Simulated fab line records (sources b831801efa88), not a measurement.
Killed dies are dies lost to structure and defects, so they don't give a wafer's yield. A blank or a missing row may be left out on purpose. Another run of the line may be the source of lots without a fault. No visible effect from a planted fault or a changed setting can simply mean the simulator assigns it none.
Which tool is to blame? -- flow sky130 -- 42 wafers from 14 lots sampled at 4 of the route's 708 steps

WHAT EACH GAUGE READ, for each wafer
SKY_FIELD_ISO_THK_MEAS_25.
lot,measured,on,FIELD_ISO_CVD_24_THK (nm)
L932,day 2 14:24,film_metro-04,595 600 592
L938,day 3 19:56,film_metro-01,595 603 607
L942,day 4 17:58,film_metro-01,587 594 599
L944,day 5 02:17,film_metro-04,594 590 590
L945,day 5 06:31,film_metro-03,597 593 596
L946,day 5 13:29,film_metro-04,590 594 590
L947,day 5 20:54,film_metro-03,602 598 590
L948,day 6 03:38,film_metro-03,605 608 606
L949,day 6 04:47,film_metro-03,591 587 593
L950,day 6 11:22,film_metro-04,595 588 597
L951,day 6 15:29,film_metro-01,588 592 594
L952,day 6 19:31,film_metro-01,601 595 588
L953,day 7 03:58,film_metro-03,606 600 606
L954,day 7 06:59,film_metro-04,587 584 602

SKY_DNWELL_TW_MEAS_09.
lot,measured,on,DNWELL_TW
L932,day 3 10:18,film_metro-04,1126 1123 1120
L938,day 4 17:39,film_metro-03,1109 1110 1112
L942,day 5 15:28,film_metro-04,1124 1122 1122
L944,day 6 01:53,film_metro-03,1120 1117 1119
L945,day 6 06:54,film_metro-02,1091 1094 1085
L946,day 6 12:38,film_metro-02,1098 1098 1095
L947,day 6 19:04,film_metro-02,1095 1092 1091
L948,day 7 04:57,film_metro-04,1121 1119 1121
L949,day 7 05:05,film_metro-02,1093 1090 1085
L950,day 7 12:35,film_metro-04,1127 1118 1116
L951,day 7 16:47,film_metro-03,1101 1100 1101
L952,day 7 20:23,film_metro-02,1091 1088 1099
L953,day 8 04:19,film_metro-03,1103 1107 1100
L954,day 8 07:47,film_metro-03,1109 1112 1110

SKY_NWELL_OVL_MEAS_23.
lot,measured,on,NWELL_01_OVL (nm)
L932,day 5 12:26,overlay-01,0.1 0.3 1.8
L938,day 7 01:14,overlay-02,2.5 2.9 2.4
L942,day 8 00:44,overlay-02,-1.6 -1.4 -0.2
L944,day 8 14:03,overlay-01,0.9 -1.1 1.0
L945,day 8 19:50,overlay-01,0.5 -1.5 -0.1
L946,day 9 00:26,overlay-01,-1.3 1.3 0.0
L947,day 9 09:40,overlay-02,0.5 2.1 1.4
L948,day 10 00:02,overlay-02,-0.3 -0.3 0.9
L949,day 9 20:35,overlay-01,-1.1 -0.3 -1.0
L950,day 10 04:11,overlay-02,0.9 1.3 0.9
L951,day 10 08:50,overlay-02,1.2 -0.4 0.3
L952,day 10 15:04,overlay-02,1.9 2.9 -1.1
L953,day 10 21:48,overlay-01,3.7 4.6 2.0
L954,day 11 03:05,overlay-01,1.3 1.0 1.1

WHICH TOOL RAN EACH LOT (tool, then ch and the chambers of the sampled wafers, then the start)
lot,SKY_FIELD_ISO_DEVELOP_12
L932,"litho_track-01 ch 0, day 2 11:00"
L938,"litho_track-04 ch 0, day 3 17:00"
L942,"litho_track-04 ch 0, day 4 13:00"
L944,"litho_track-01 ch 0, day 5 00:00"
L945,"litho_track-03 ch 0, day 5 03:00"
L946,"litho_track-03 ch 0, day 5 11:00"
L947,"litho_track-03 ch 0, day 5 18:00"
L948,"litho_track-03 ch 0, day 5 23:00"
L949,"litho_track-01 ch 0, day 6 02:00"
L950,"litho_track-01 ch 0, day 6 08:00"
L951,"litho_track-01 ch 0, day 6 12:00"
L952,"litho_track-04 ch 0, day 6 17:00"
L953,"litho_track-01 ch 0, day 7 01:00"
L954,"litho_track-04 ch 0, day 7 04:00"
- SKY_FIELD_ISO_DEVELOP_12: develop time 60 s.

AS READ BY THE TOOLS THEMSELVES (means over the sampled wafers that have a number; for cases with no such wafer, the mark the record gives instead)
SKY_FIELD_ISO_DEVELOP_12.
lot,tool,developer_temp_C (C)
L932,litho_track-01,21.01
L938,litho_track-04,20.38
L942,litho_track-04,20.09
L944,litho_track-01,21.04
L945,litho_track-03,21.01
L946,litho_track-03,20.99
L947,litho_track-03,20.94
L948,litho_track-03,21.16
L949,litho_track-01,21.03
L950,litho_track-01,21.03
L951,litho_track-01,20.89
L952,litho_track-04,21.01
L953,litho_track-01,20.99
L954,litho_track-04,20.98

THE ANSWER, worked out from the rows above alone
Rule: usual is defined by the lots themselves. The widest of any qualifying gaps counts: lots, ordered by their means at a reading, are off when they make up no more than a third of the lots, leave a main group of 4 or more, and stand apart from it by 3 or more times the standard deviation of that group's means. A main group whose means are all the same, to the digits that the tables above print for the reading, isn't used. A lot without any number at a reading at which 4 lots or more have one is off too. The other lots that the step has rows for count as sound. Order of review: gauges by route order, followed by the tools' own readings, for which a lot's mean as printed above is used. The first step at which some lot is off is used, and at that step the reading that is off furthest; a lot without a number counts as furthest.
Off: L938, L942 (SKY_FIELD_ISO_DEVELOP_12, developer_temp_C). The main group has a mean of 21.01 C with a standard deviation of 0.061.
If a tool, at that step or one of the process steps before it, ran each lot that is off and ran no sound lot following the first of them, it fits. Of those tried, none fits.

WHAT HAD BEEN PUT IN BY THE SIMULATOR
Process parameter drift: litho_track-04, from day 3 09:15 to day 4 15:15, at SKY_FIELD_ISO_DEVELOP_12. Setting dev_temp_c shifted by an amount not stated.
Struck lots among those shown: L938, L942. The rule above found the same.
